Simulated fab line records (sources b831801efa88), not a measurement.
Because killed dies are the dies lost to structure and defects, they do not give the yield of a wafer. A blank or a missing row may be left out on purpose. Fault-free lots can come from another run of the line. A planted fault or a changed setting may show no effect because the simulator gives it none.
Which tool is to blame?    flow gf180mcu    13 lots with 39 wafers sampled at 3 steps, on a route of 602 steps

== WHAT EACH GAUGE READ, for each wafer ==
GF_DUAL_GATE_THK_MEAS_03. Usual: DUAL_GATE_OXIDATION_00_THK typically reads 10.98 nm, with standard deviation 0.22.
lot   measured      on             DUAL_GATE_OXIDATION_00_THK (nm)      flag
L124  day 7 15:43   film_metro-01  10.93 10.86 11.04                    
L126  day 8 01:24   film_metro-01  10.84 10.95 10.98                    
L127  day 8 09:41   film_metro-03  10.65 10.55 10.70                    
L129  day 9 00:58   film_metro-01  10.62 10.85 10.65                    
L130  day 9 06:09   film_metro-03  11.39 11.38 11.19                    
L132  day 9 21:18   film_metro-03  11.22 11.15 11.23                    
L133  day 10 03:13  film_metro-02  11.06 11.22 10.98                    
L141  day 12 09:29  film_metro-01  12.55 12.56 12.77 12.58 12.54 12.75  OFF
L142  day 12 14:34  film_metro-03  12.37 12.44 12.56 12.47 12.47 12.58  OFF
L144  day 13 05:01  film_metro-03  10.85 10.98 11.04                    
L145  day 13 12:31  film_metro-03  10.71 10.54 10.64                    
L146  day 13 20:04  film_metro-03  10.78 10.93 10.77                    
L147  day 14 05:56  film_metro-03  10.78 10.91 10.97                    

GF_V1_OVL_MEAS_15. Usual: V1_OVL typically reads 1 nm, with standard deviation 5.4.
lot   measured      on          V1_OVL (nm)  flag
L124  day 18 02:31  overlay-01  -8 2 -2      
L126  day 18 17:13  overlay-01  -9 -9 -5     
L127  day 19 06:11  overlay-02  -2 -2 2      
L129  day 20 03:42  overlay-01  -3 -1 -3     
L130  day 20 13:31  overlay-02  2 4 3        
L132  day 21 06:22  overlay-02  2 1 5        
L133  day 21 13:16  overlay-01  10 13 5      
L141  day 24 06:04  overlay-02  4 9 8        
L142  day 24 17:52  overlay-02  12 8 17      
L144  day 25 03:10  overlay-01  -1 4 0       
L145  day 25 11:58  overlay-01  8 13 8       
L146  day 25 19:06  overlay-02  -1 -1 0      
L147  day 26 08:02  overlay-01  3 -5 2       

== WHAT TOOL EACH LOT RAN ON (gives the tool, then ch and the chambers of the sampled wafers, and finally the start) ==
lot   GF_DUAL_GATE_OXIDATION_02
L124  furnace-01 ch 0, day 7 14:16
L126  furnace-02 ch 0, day 7 23:58
L127  furnace-01 ch 0, day 8 08:14
L129  furnace-01 ch 0, day 8 23:30
L130  furnace-02 ch 0, day 9 04:42
L132  furnace-02 ch 0, day 9 19:52
L133  furnace-02 ch 0, day 10 01:46
L141  furnace-02 ch 0, day 12 08:03
L142  furnace-02 ch 0, day 12 13:06
L144  furnace-01 ch 0, day 13 03:34
L145  furnace-01 ch 0, day 13 11:03
L146  furnace-01 ch 0, day 13 18:37
L147  furnace-01 ch 0, day 14 04:29
- GF_DUAL_GATE_OXIDATION_02: stabilise 600 s, purge 300 s, target thk 10.887 nm.

== WHAT THE TOOLS THEMSELVES READ (means of the sampled wafers that have a number; where no wafer has one, the mark that the record gives instead) ==
The record holds no such reading with a usual standard deviation.

== THE ANSWER, worked out from the rows above alone ==
Rule: a lot counts as off when the mean over its wafers that have a number is more than 3 standard deviations away from the usual mean. A lot without any number at a reading at which 4 lots or more have one is off too. All remaining lots with rows at the step are treated as sound. First the gauges in route order, then the tools' own readings, where a lot's mean is used as printed above. At the first step where some lot is off, the reading lying furthest off is the one used; lots without a number count as furthest.
Off: L141, L142, seen at GF_DUAL_GATE_THK_MEAS_03 (DUAL_GATE_OXIDATION_00_THK).
A tool fits if, at a process step before that reading, it ran every lot that is off, and no sound lot after the first of them. Gauges at GF_DUAL_GATE_THK_MEAS_03: tried the same way as those tools. One fits: furnace-02 at GF_DUAL_GATE_OXIDATION_02. Its last sound lot is L133 (day 10 01:46), its first lot that is off L141 (day 12 08:03): a fault that began between those two fits.

== WHAT THE SIMULATOR HAD PUT IN ==
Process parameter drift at GF_DUAL_GATE_OXIDATION_02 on furnace-02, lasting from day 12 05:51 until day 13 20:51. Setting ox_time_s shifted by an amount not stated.
Lots struck among those shown: L141, L142. The rule above reached the same finding.
